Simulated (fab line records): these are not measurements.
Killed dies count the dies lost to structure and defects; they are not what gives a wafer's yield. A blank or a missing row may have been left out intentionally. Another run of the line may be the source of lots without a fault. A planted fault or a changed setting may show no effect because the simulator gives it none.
A lot that was struck, set against a sound lot | flow sky130 | 15 steps out of a route of 708
Sound: these wafers, L460.2, L460.3, L460.5. Wafers struck: L462.1, L462.4, L462.5. At the end, the cause is stated.
For every step that has rows: the tool of each side, followed by ch and its chambers, followed by its first start. Under that, the readings that differ: sound wafers | struck wafers | difference of the means | sigmas: that difference in standard deviations of wafers without a fault.
alike: readings whose means differ by less than 2 such deviations, and words and numbers that are the same on both sides. not compared: withheld readings, readings that some wafer has no value for, bounds like >300 that may hide the same value, and numbers for which the record gives no deviation and whose values overlap.
A row with sigmas, a row that says differs or no value, or rows on one side alone: a step with any of these is where the two part. Numbers that have no deviation but don't overlap get no sigmas and don't part them. Lack of a reading on every wafer of one side parts them only where that side has two or more wafers.

first, 5 steps without rows for these wafers: SKY_VT_ADJUST_PCH_COAT_02 (resist thk 3000 nm); SKY_VT_ADJUST_PCH_SOFTBAKE_03; SKY_VT_ADJUST_PCH_EXPOSE_04 (exposes mask NWM, target cd 840 nm); SKY_VT_ADJUST_PCH_PEB_05; SKY_VT_ADJUST_PCH_DEVELOP_06 (develop time 60 s).
SKY_VT_ADJUST_PCH_OVL_MEAS_07:
  sound on overlay-01 at day 12 23:04; struck on overlay-02 at day 13 06:01
  alike: VT_ADJUST_PCH_OVL
then, 1 step without rows for these wafers: SKY_VT_ADJUST_PCH_IMPLANT_08.
SKY_VT_ADJUST_PCH_STRIP_09: strips in O2/N2.
  sound on plasma-asher-02 ch 0, day 12 23:15; struck on plasma-asher-03 ch 0,1, day 13 06:12
  alike: drypump-motor-current-A, oes-product-au, strip-time-to-endpoint-s
  not compared: rf-hours-counter-h
SKY_VT_ADJUST_PCH_TW_MEAS_10:
  sound on film-metro-01 at day 12 23:22; struck on film-metro-01 at day 13 06:18
  alike: VT_ADJUST_PCH_TW
then, 3 steps without rows for these wafers: SKY_SONOS_TUNNEL_DEHYDRATE_00 (time 60 s); SKY_SONOS_TUNNEL_HMDS_01 (prime time 60 s); SKY_SONOS_TUNNEL_COAT_02 (resist thk 1140 nm).
SKY_SONOS_TUNNEL_SOFTBAKE_03: time 60 s.
  sound on litho-track-01 ch 0, day 13 11:10; struck on litho-track-01 ch 0, day 13 19:17
  reading          | sound             | struck               | difference | sigmas
  run-length-s (s) | 89.04 89.43 89.13 | 101.69 101.78 101.65 | +12.51     | +78
  alike: plate-temp-C
then, 1 step without rows for these wafers: SKY_SONOS_TUNNEL_EXPOSE_04 (exposes mask TUNM, target cd 410 nm).
-- record jumps: 34 days separate the struck wafers' starts on either side; left off in module SONOS_TUNNEL, taken up again in module PAD_OPEN, whose first shown step is the route's number 708 --
SKY_PAD_OPEN_PROBE_99:
  sound on prober-01 at day 48 00:49; struck on prober-02 at day 48 02:11
  alike: killed_at_M0_to_M3, killed_at_M4_up, killed-at-contacts, killed-at-front-end, killed-at-other, killed-dies, killed-on-rim, killed-open, killed-short

WHERE THEY PART
At SKY_SONOS_TUNNEL_SOFTBAKE_03 and nowhere else, as far as this record goes. Later steps at which nothing parts them and some readings are alike: SKY_PAD_OPEN_PROBE_99.

WHY: the cause the simulator had injected
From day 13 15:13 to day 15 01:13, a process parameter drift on litho-track-01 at SKY_SONOS_TUNNEL_SOFTBAKE_03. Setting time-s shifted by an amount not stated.
